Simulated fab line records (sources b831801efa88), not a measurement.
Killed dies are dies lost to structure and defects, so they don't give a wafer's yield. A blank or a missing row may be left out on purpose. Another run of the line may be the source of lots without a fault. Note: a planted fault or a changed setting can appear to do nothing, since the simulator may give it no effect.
Which tool did it? -- flow sky130 -- 39 wafers from 13 lots sampled at 2 of the route's 708 steps

## WHAT THE GAUGES READ, wafer by wafer
SKY_VIA2_THK_MEAS_01.
lot,measured,on,VIA2_HDPCVD_THK (nm)
L636,day 35 09:07,filmMetro-01,1218 1223 1218
L637,day 35 15:25,filmMetro-01,1231 1213 1205
L639,day 36 03:12,filmMetro-04,1223 1221 1216
L640,day 36 13:48,filmMetro-01,1222 1226 1203
L641,day 36 20:16,filmMetro-03,1208 1208 1223
L642,day 37 03:52,filmMetro-01,1216 1196 1198
L643,day 37 15:35,filmMetro-03,1230 1203 1206
L646,day 38 12:26,filmMetro-04,1203 1201 1215
L647,day 38 19:14,filmMetro-01,1187 1187 1198
L649,day 39 04:20,filmMetro-01,1222 1239 1231
L653,day 40 14:48,filmMetro-01,1217 1222 1220
L658,day 41 20:01,filmMetro-04,1224 1222 1218
L659,day 41 21:17,filmMetro-01,1226 1219 1217

## EACH LOT AND THE TOOL THAT RAN IT (in order: tool; ch and the chambers of the sampled wafers; start)
lot,SKY_METAL2_SPUTTER_04
L636,"pvdSputter-04, day 34 05:05"
L637,"pvdSputter-03, day 34 11:46"
L639,"pvdSputter-03, day 34 23:34"
L640,"pvdSputter-01, day 35 10:30"
L641,"pvdSputter-03, day 35 16:59"
L642,"pvdSputter-03, day 36 00:38"
L643,"pvdSputter-04, day 36 12:00"
L646,"pvdSputter-03, day 37 09:05"
L647,"pvdSputter-04, day 37 16:12"
L649,"pvdSputter-03, day 38 01:43"
L653,"pvdSputter-04, day 39 13:19"
L658,"pvdSputter-04, day 40 17:46"
L659,"pvdSputter-03, day 40 20:17"
- SKY_METAL2_SPUTTER_04: material TiN, target thk 70 nm, time 58.3 s.

## WHAT THE TOOLS THEMSELVES READ (means of the sampled wafers that have a number; where no wafer has one, the mark that the record gives instead)
SKY_METAL2_SPUTTER_04.
lot,tool,throttleValvePct (%)
L636,pvdSputter-04,30.9
L637,pvdSputter-03,31.9
L639,pvdSputter-03,31.4
L640,pvdSputter-01,30.5
L641,pvdSputter-03,31.9
L642,pvdSputter-03,30.8
L643,pvdSputter-04,30.8
L646,pvdSputter-03,31.1
L647,pvdSputter-04,30.8
L649,pvdSputter-03,31.2
L653,pvdSputter-04,30.1
L658,pvdSputter-04,29.8
L659,pvdSputter-03,31.2

## THE ANSWER, worked out from the rows above alone
Rule: usual is defined by the lots themselves. The widest of any qualifying gaps counts: lots, ordered by their means at a reading, are off when they make up no more than a third of the lots, leave a main group of 4 or more, and stand apart from it by 3 or more times the standard deviation of that group's means. If all means in a main group match to the digits the tables above print for the reading, that group is not used. Also off: a lot with no number at a reading for which 4 or more lots have one. All remaining lots with rows at the step are treated as sound. Order of review: gauges by route order, followed by the tools' own readings, for which a lot's mean as printed above is used. At the first step where some lot is off, the reading lying furthest off is the one used; lots without a number count as furthest.
No lot is off on any of the readings shown, so nothing can be concluded from this.

## WHAT THE SIMULATOR HAD INSERTED
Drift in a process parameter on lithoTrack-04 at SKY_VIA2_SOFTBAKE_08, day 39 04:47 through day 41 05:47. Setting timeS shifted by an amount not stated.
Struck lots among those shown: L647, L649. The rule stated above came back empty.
